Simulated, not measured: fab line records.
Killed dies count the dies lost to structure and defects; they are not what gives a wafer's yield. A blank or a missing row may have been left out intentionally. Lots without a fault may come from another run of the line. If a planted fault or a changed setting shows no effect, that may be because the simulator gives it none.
The same fault as seen by 2 desks + flow gf180mcu + what lay behind the numbers comes last; until then each desk has only its own

AT THE METROLOGY DESK
Means of the sampled wafers that have a number, per lot and without regard to the tool the lot ran on: this is what the gauges read. Any lot whose mean is over 4 standard deviations away from the usual mean is out of limits and marked OUT; that distance is given in the brackets.
Columns: A = cd_nm at GF_NSD_CD_MEAS_07, usual 399.8 nm
| lot  | first seen here | A     |
|------|-----------------|-------|
| L971 | day 13 11:52    | 396.8 |
| L972 | day 13 20:02    | 402.6 |
| L975 | day 14 22:56    | 397.3 |
| L976 | day 15 18:05    | 398.0 |
| L983 | day 17 15:02    | 396.4 |
| L984 | day 17 18:47    | 398.6 |
| L985 | day 18 10:35    | 399.7 |
| L986 | day 18 16:49    | 400.2 |
| L987 | day 19 02:50    | 399.4 |
| L988 | day 19 08:11    | 401.9 |
| L990 | day 20 06:17    | 396.6 |
| L992 | day 20 15:19    | 401.6 |
| L993 | day 21 02:17    | 401.6 |
| L994 | day 21 10:05    | 400.3 |
Finding of this desk: none of the 14 lots has anything out of limits.

THE TOOL OWNER'S DESK: rie_diel-01
The tool's own readings at GF_SAB_ETCH_11 (etches SiO2 in C4F8/O2/Ar, target depth 55 nm, time 8.5 s): means of the sampled wafers that have a number, for each lot that ran on this tool. Any lot whose mean is over 4 standard deviations away from the usual mean is out of limits and marked OUT; that distance is given in the brackets.
Columns: A = oes_product_au at GF_SAB_ETCH_11, usual 1.003 a.u.
| lot  | first seen here | A                |
|------|-----------------|------------------|
| L972 | day 15 16:02    | 0.996            |
| L975 | day 16 19:43    | 0.920 (-9.3) OUT |
| L976 | day 17 17:22    | 0.922 (-9.0) OUT |
| L985 | day 20 12:04    | 1.006            |
| L986 | day 20 19:04    | 1.014            |
| L987 | day 21 05:07    | 1.004            |
| L993 | day 23 02:01    | 1.004            |
Finding of this desk: L975, L976 out of limits; the first was L975 at day 16 19:43, on oes_product_au at GF_SAB_ETCH_11. In limits: L972, L985, L986, L987, L993.

TAKEN TOGETHER
At day 16 19:43, on L975, L976, the tool owner's desk was in a position to raise an alarm.
From the metrology desk's view, nothing was out of limits.
The metrology desk has L975, L976 on record, within its limits.
The lots listed all ran GF_SAB_ETCH_11 on rie_diel-01.

WHAT WAS PUT IN BY THE SIMULATOR
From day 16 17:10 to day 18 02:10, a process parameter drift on rie_diel-01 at GF_SAB_ETCH_11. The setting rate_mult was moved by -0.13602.
Shown lots that were struck: L975, L976.
Each desk's first reading out of limits, in hours after the fault started: the tool owner's desk, 3.
